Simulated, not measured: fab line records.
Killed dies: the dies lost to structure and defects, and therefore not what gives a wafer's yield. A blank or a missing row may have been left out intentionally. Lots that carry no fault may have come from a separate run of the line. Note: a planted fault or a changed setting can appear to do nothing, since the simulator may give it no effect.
Which of the tools did it? ; flow gf180mcu ; 13 lots with 39 wafers sampled at 3 steps, on a route of 602 steps

WHAT THE GAUGES SHOWED, per wafer
GF_V4_OVL_MEAS_15.
lot;measured;on;V4_OVL (nm)
L435;day 24 16:50;overlay-01;3 5 7
L436;day 24 20:50;overlay-01;-1 -7 3
L437;day 25 05:09;overlay-02;-3 2 -2
L438;day 25 06:06;overlay-02;4 2 6
L439;day 26 03:20;overlay-01;-4 -3 -4
L440;day 26 08:42;overlay-01;7 7 9
L441;day 26 19:03;overlay-01;-2 5 -2
L442;day 27 08:04;overlay-02;-8 -8 -5
L445;day 28 02:39;overlay-01;7 2 -2
L455;day 30 12:26;overlay-01;-11 -15 -10
L456;day 30 19:21;overlay-01;0 -3 -9
L457;day 30 22:53;overlay-01;-4 1 7
L458;day 31 05:23;overlay-01;-1 4 3

GF_V4_RS_MEAS_24: the measuring method here is four-point-probe.
lot;measured;on;V4_W_RS (ohm/sq)
L435;day 24 17:48;film metro-02;0.334 0.327 0.329
L436;day 24 21:48;film metro-04;0.329 0.326 0.326
L437;day 25 06:06;film metro-03;0.321 0.325 0.329
L438;day 25 07:01;film metro-03;0.329 0.328 0.329
L439;day 26 04:28;film metro-02;0.333 0.336 0.336
L440;day 26 09:39;film metro-03;0.329 0.331 0.326
L441;day 26 19:59;film metro-04;0.323 0.322 0.322
L442;day 27 09:04;film metro-03;0.327 0.328 0.328
L445;day 28 03:43;film metro-04;0.327 0.327 0.330
L455;day 30 13:23;film metro-03;0.329 0.334 0.329
L456;day 30 20:16;film metro-04;0.324 0.325 0.326
L457;day 30 23:56;film metro-04;0.326 0.326 0.326
L458;day 31 06:19;film metro-02;0.321 0.329 0.327

EACH LOT AND THE TOOL THAT RAN IT (in order: tool; ch and the chambers of the sampled wafers; start)
lot;GF_V4_CVD_23
L435;cvd w-01 ch 0,1, day 24 17:41
L436;cvd w-02 ch 0,1, day 24 21:40
L437;cvd w-01 ch 0,1, day 25 05:59
L438;cvd w-02 ch 0,1, day 25 06:55
L439;cvd w-02 ch 1, day 26 04:15
L440;cvd w-01 ch 0,1, day 26 09:32
L441;cvd w-02 ch 0,1, day 26 19:53
L442;cvd w-01 ch 0,1, day 27 08:52
L445;cvd w-01 ch 0,1, day 28 03:37
L455;cvd w-01 ch 0,1, day 30 13:15
L456;cvd w-02 ch 0, day 30 20:09
L457;cvd w-02 ch 0,1, day 30 23:50
L458;cvd w-02 ch 0,1, day 31 06:10
- GF_V4_CVD_23: deposits W, target thk 350 nm, time 104.9 s.

WHAT THE TOOLS THEMSELVES READ (means of the sampled wafers that have a number; where no wafer has one, the mark that the record gives instead)
GF_V4_CVD_23.
lot;tool;heater power w (W)
L435;cvd w-01;879
L436;cvd w-02;786
L437;cvd w-01;899
L438;cvd w-02;774
L439;cvd w-02;778
L440;cvd w-01;888
L441;cvd w-02;760
L442;cvd w-01;870
L445;cvd w-01;901
L455;cvd w-01;882
L456;cvd w-02;763
L457;cvd w-02;761
L458;cvd w-02;761

THE ANSWER, worked out from the rows above alone
Rule: usual is defined by the lots themselves. Put in order of their means at a reading, lots are off if they are a third of the lots or fewer, leave a main group of 4 or more, and stand apart from it by a gap of 3 or more times the standard deviation of the main group's means; of several such gaps the widest counts. A main group whose means are all the same, to the digits that the tables above print for the reading, isn't used. A lot without any number at a reading at which 4 lots or more have one is off too. Any other lot the step has rows for is counted as sound. First the gauges in route order, then the tools' own readings, where a lot's mean is used as printed above. The first step at which some lot is off is used, and at that step the reading that is off furthest; a lot without a number counts as furthest.
No lot is off at any reading shown: from this, nothing can be told.

WHAT HAD BEEN PUT IN BY THE SIMULATOR
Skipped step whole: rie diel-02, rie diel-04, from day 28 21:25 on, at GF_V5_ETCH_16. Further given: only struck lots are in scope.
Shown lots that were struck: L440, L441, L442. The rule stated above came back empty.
